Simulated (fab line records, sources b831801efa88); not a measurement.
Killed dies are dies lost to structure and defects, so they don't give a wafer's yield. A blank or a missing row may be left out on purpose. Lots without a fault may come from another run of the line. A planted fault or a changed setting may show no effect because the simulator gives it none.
Which tool did it? | flow gf180mcu | 14 lots, 42 wafers sampled, at 4 steps of a route of 602

WHAT THE GAUGES READ, wafer by wafer
GF_STI_THK_MEAS_30. Usual: STI_OXIDATION_02_THK 9.90 nm, standard deviation 0.19.
lot  | measured    | on            | STI_OXIDATION_02_THK (nm) | flag
L755 | day 2 08:17 | film_metro-02 | 10.06 10.08 9.95          |
L756 | day 2 11:55 | film_metro-02 | 9.77 9.72 9.85            |
L758 | day 2 21:28 | film_metro-01 | 9.94 9.99 9.87            |
L766 | day 4 15:16 | film_metro-04 | 10.14 10.03 9.92          |
L767 | day 4 20:57 | film_metro-02 | 9.80 9.79 9.83            |
L768 | day 5 02:19 | film_metro-02 | 9.90 9.87 10.09           |
L769 | day 5 07:02 | film_metro-04 | 10.01 9.84 9.94           |
L770 | day 5 11:55 | film_metro-04 | 10.01 10.26 10.30         |
L772 | day 5 21:35 | film_metro-04 | 9.88 9.83 9.82            |
L773 | day 6 03:32 | film_metro-02 | 9.95 9.74 9.90            |
L774 | day 6 08:18 | film_metro-04 | 9.55 9.58 9.71            |
L776 | day 6 17:55 | film_metro-04 | 9.75 9.75 9.82            |
L777 | day 6 22:34 | film_metro-01 | 9.96 9.77 9.81            |
L778 | day 7 04:38 | film_metro-01 | 10.14 10.03 10.02         |

GF_NWELL_OVL_MEAS_07. Usual: NWELL_OVL -0.6 nm, standard deviation 1.7.
lot  | measured    | on         | NWELL_OVL (nm) | flag
L755 | day 3 09:52 | overlay-02 | -4.2 -4.2 -2.9 |
L756 | day 3 12:46 | overlay-02 | -0.5 -2.2 -1.1 |
L758 | day 3 23:43 | overlay-01 | 1.6 2.5 2.6    |
L766 | day 5 20:25 | overlay-02 | -3.6 0.5 -2.3  |
L767 | day 6 01:35 | overlay-01 | -0.5 0.3 0.3   |
L768 | day 6 07:46 | overlay-01 | 2.7 0.3 0.7    |
L769 | day 6 12:29 | overlay-02 | -2.3 -3.3 -2.8 |
L770 | day 6 17:40 | overlay-02 | -0.5 -1.7 0.1  |
L772 | day 7 03:47 | overlay-02 | 0.3 -1.4 -0.2  |
L773 | day 7 10:31 | overlay-02 | -0.6 -2.7 -2.6 |
L774 | day 7 15:53 | overlay-01 | -2.4 -1.4 -0.7 |
L776 | day 8 00:46 | overlay-02 | -2.4 -1.1 -1.9 |
L777 | day 8 06:31 | overlay-02 | -0.5 -1.0 -0.9 |
L778 | day 8 13:38 | overlay-01 | -1.8 -2.5 -1.3 |

GF_VT_IMPLANT_OVL_MEAS_18. Usual: VT_IMPLANT_01_OVL -0.2 nm, standard deviation 1.2.
lot  | measured     | on         | VT_IMPLANT_01_OVL (nm) | flag
L755 | day 6 06:31  | overlay-02 | -1.5 -0.6 2.0          |
L756 | day 6 11:53  | overlay-02 | 0.7 1.4 -1.3           |
L758 | day 6 23:37  | overlay-02 | -1.6 -1.1 2.0          |
L766 | day 9 05:04  | overlay-02 | 1.3 1.8 0.4            |
L767 | day 9 09:58  | overlay-01 | -1.7 0.6 0.0           |
L768 | day 9 17:37  | overlay-01 | -1.1 -2.2 0.2          |
L769 | day 9 23:11  | overlay-01 | 0.5 1.2 1.3            |
L770 | day 10 04:19 | overlay-01 | 0.0 -1.4 0.6           |
L772 | day 10 18:31 | overlay-02 | -0.2 -0.2 -0.7         |
L773 | day 11 01:14 | overlay-02 | -0.5 -1.4 0.7          |
L774 | day 11 07:44 | overlay-01 | 0.4 0.0 -1.1           |
L776 | day 11 17:34 | overlay-02 | 0.9 -1.4 -1.1          |
L777 | day 12 00:40 | overlay-01 | -1.4 -1.8 -0.3         |
L778 | day 12 08:38 | overlay-01 | -1.5 1.6 1.0           |

WHICH TOOL RAN EACH LOT (tool, then ch and the chambers of the sampled wafers, then the start)
lot  | GF_VT_IMPLANT_EXPOSE_04
L755 | iline_stepper-02 ch 0, day 5 09:38
L756 | iline_stepper-02 ch 0, day 5 13:44
L758 | iline_stepper-02 ch 0, day 6 01:03
L766 | iline_stepper-01, day 8 03:53
L767 | iline_stepper-01, day 8 08:27
L768 | iline_stepper-01 ch 0, day 8 16:04
L769 | iline_stepper-01 ch 0, day 8 21:46
L770 | iline_stepper-01 ch 0, day 9 01:53
L772 | iline_stepper-02 ch 0, day 9 15:33
L773 | iline_stepper-02 ch 0, day 9 21:58
L774 | iline_stepper-01 ch 0, day 10 03:43
L776 | iline_stepper-02 ch 0, day 10 14:10
L777 | iline_stepper-02 ch 0, day 10 20:55
L778 | iline_stepper-01 ch 0, day 11 04:51
- GF_VT_IMPLANT_EXPOSE_04: exposes mask LVPWELL LV AREA, target cd 600 nm.

WHAT THE TOOLS THEMSELVES READ (means of the sampled wafers that have a number; where no wafer has one, the mark that the record gives instead)
GF_VT_IMPLANT_EXPOSE_04. Usual: exposure_dose_mJ_cm2 139.97, standard deviation 0.14; focus_offset_nm 0.0 nm, standard deviation 0.51.
lot  | tool             | exposure_dose_mJ_cm2 | focus_offset_nm (nm) | flag
L755 | iline_stepper-02 | 139.99               | -0.1                 |
L756 | iline_stepper-02 | 139.91               | 0.6                  |
L758 | iline_stepper-02 | 140.10               | 0.1                  |
L766 | iline_stepper-01 | -                    | -                    | OFF
L767 | iline_stepper-01 | -                    | -                    | OFF
L768 | iline_stepper-01 | 139.94               | -0.2                 |
L769 | iline_stepper-01 | 140.17               | -0.1                 |
L770 | iline_stepper-01 | 139.89               | -0.3                 |
L772 | iline_stepper-02 | 139.94               | 0.8                  |
L773 | iline_stepper-02 | 139.98               | -0.5                 |
L774 | iline_stepper-01 | 140.03               | 0.2                  |
L776 | iline_stepper-02 | 139.86               | 0.4                  |
L777 | iline_stepper-02 | 140.08               | 0.1                  |
L778 | iline_stepper-01 | 139.93               | 0.6                  |

THE ANSWER, worked out from the rows above alone
Rule: a lot is off if the mean of its wafers that have a number lies more than 3 standard deviations from the usual mean. A lot without any number at a reading at which 4 lots or more have one is off too. The other lots that the step has rows for count as sound. The gauges are gone through in route order, then the tools' own readings, and for those a lot's mean is taken as printed above. The first step at which some lot is off is used, and at that step the reading that is off furthest; a lot without a number counts as furthest.
Off: L766, L767, at GF_VT_IMPLANT_EXPOSE_04 (exposure_dose_mJ_cm2). Without a number there: L766, L767.
A tool fits if, at that step or a process step before it, it ran every lot that is off, and no sound lot after the first of them. None of those tried fits.

WHAT THE SIMULATOR HAD PUT IN
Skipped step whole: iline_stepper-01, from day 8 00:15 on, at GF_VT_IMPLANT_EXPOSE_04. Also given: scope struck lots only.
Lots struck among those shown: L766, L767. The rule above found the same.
